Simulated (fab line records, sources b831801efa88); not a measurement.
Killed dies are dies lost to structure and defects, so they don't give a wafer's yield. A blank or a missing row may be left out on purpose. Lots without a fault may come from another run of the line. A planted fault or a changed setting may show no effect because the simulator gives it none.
A struck lot beside a sound one | flow sky130 | 17 steps out of a route of 708
Sound: wafers L495.3, L495.4, L495.5. Struck: wafers L508.1, L508.3, L508.6. The cause comes at the end.
At each step with rows: each side's tool, then ch and its chambers, then its first start. Under that, the readings that differ: sound wafers | struck wafers | difference of the means | sigmas: that difference in standard deviations of wafers without a fault.
alike: readings whose means differ by less than 2 such deviations, and words and numbers that are the same on both sides. not compared: withheld readings, readings that some wafer has no value for, bounds like >300 that may hide the same value, and numbers for which the record gives no deviation and whose values overlap.
The two part at a step that has a row with sigmas, a row that says differs or no value, or rows on one side only. Numbers that don't overlap but have no deviation are shown without sigmas and don't part them. A reading that every wafer of one side lacks parts them only if that side has two wafers or more.

first, 5 steps without rows for these wafers: SKY_SD_N_COAT_02 (resist thk 1140 nm); SKY_SD_N_SOFTBAKE_03 (time 60 s); SKY_SD_N_EXPOSE_04 (exposes mask NSDM, target cd 380 nm); SKY_SD_N_PEB_05; SKY_SD_N_DEVELOP_06 (develop time 60 s).
SKY_SD_N_CD_MEAS_07: target cd 380 nm.
  sound on cd_sem-02, day 29 19:45; struck on cd_sem-01, day 34 06:46
  alike: cd_nm
SKY_SD_N_OVL_MEAS_08:
  sound on overlay-02, day 29 19:51; struck on overlay-01, day 34 06:53
  alike: SD_N_OVL
then, 2 steps without rows for these wafers: SKY_SD_N_IMPLANT_09; SKY_SD_N_IMPLANT_10.
SKY_SD_N_STRIP_11: strips in O2/N2.
  sound on plasma_asher-01 ch 0,1, day 29 20:12; struck on plasma_asher-01 ch 0,1, day 34 07:13
  alike: drypump_motor_current_A, oes_product_au, strip_time_to_endpoint_s
  not compared: rf_hours_counter_h
SKY_SD_N_TW_MEAS_12:
  sound on film_metro-04, day 29 20:17; struck on film_metro-04, day 34 07:19
  alike: SD_N_TW
then, 1 step without rows for these wafers: SKY_SD_N_CLEAN_13 (cleans in SC1/SC2, time 150 s).
SKY_SD_N_RTA_14: time 2 s.
  sound on rtp_anneal-02 ch 0, day 29 20:24; struck on rtp_anneal-01 ch 0, day 34 07:26
  alike: lamp_power_pct, wafer_temp_C_max
SKY_SD_N_RS_MEAS_16: measures by four-point-probe.
  sound on film_metro-01, day 29 20:35; struck on film_metro-04, day 34 07:58
  reading          | sound             | struck            | difference | sigmas
  SD_N_RS (ohm/sq) | 68.75 68.39 68.32 | 71.19 71.00 71.17 | +2.63      | +22
  not compared: hold
SKY_SD_N_RS_MEAS_17: measures by four-point-probe.
  sound on film_metro-01, day 29 20:43; struck on film_metro-04, day 34 09:46
  reading          | sound             | struck            | difference | sigmas
  SD_P_RS (ohm/sq) | 146.7 146.8 146.3 | 162.5 162.0 162.1 | +15.6      | +42
  not compared: hold
SKY_SD_N_RS_MEAS_18: measures by four-point-probe.
  sound on film_metro-01, day 29 20:50; struck on film_metro-04, day 34 15:02
  reading               | sound             | struck                                                                     | difference                   | sigmas
  hold                  | - - -             | await_dispo/5.2h/release await_dispo/5.2h/release await_dispo/5.2h/release | no value on the sound wafers |
  RES_XHIGH_RS (ohm/sq) | 336.5 336.5 334.9 | 339.0 338.1 338.5                                                          | +2.6                         | +2
-- the record jumps here: 16 days lie between the struck wafers' starts before and after (it left off in module SD_N and takes up again in module PAD_OPEN, whose first step shown is number 708 of the route) --
SKY_PAD_OPEN_PROBE_99:
  sound on prober-01, day 47 15:50; struck on prober-02, day 50 16:25
  reading                                            | sound                | struck            | difference | sigmas
  model.etest.res_xhigh_po.line_ohm_um               | 5675 5639 5290       | 7152 7449 7284    | +1760      |
  model.etest.res_xhigh_po.rs_ohm_sq_rim_less_centre | 10.04 -7.161 -11.48  | 616.9 648.4 636   | +636.6     |
  model.etest.res_xhigh_po.rs_ohm_sq_range           | 44.22 35.26 42.67    | 645.2 662.5 661.5 | +615.7     |
  model.etest.res_xhigh_po.rs_ohm_sq                 | 2020 1965 1852       | 2480 2597 2556    | +599       |
  model.etest.pfet_01v8.r_on_ohm_um                  | 2930 2872 2894       | 3107 3059 3121    | +197       |
  model.etest.tip_p.rs_ohm_sq                        | 6858 6839 6791       | 6918 6960 6932    | +107       |
  model.etest.res_pdiff.line_ohm_um                  | 1393 1350 1341       | 1488 1458 1491    | +118       |
  model.etest.tip_p.rs_ohm_sq_rim_less_centre        | -39.22 -79.05 -139.1 | 99.41 78.61 108.8 | +181.40    |
  alike: killed_at_M0_to_M3, killed_at_M4_up, killed_at_contacts, killed_at_front_end, killed_at_other, killed_dies, killed_open, killed_short

WHERE THEY PART
First at SKY_SD_N_RS_MEAS_16; last, within this record, at SKY_SD_N_RS_MEAS_18. Later steps at which nothing parts them and some readings are alike: SKY_PAD_OPEN_PROBE_99.

WHY: what the simulator had put in
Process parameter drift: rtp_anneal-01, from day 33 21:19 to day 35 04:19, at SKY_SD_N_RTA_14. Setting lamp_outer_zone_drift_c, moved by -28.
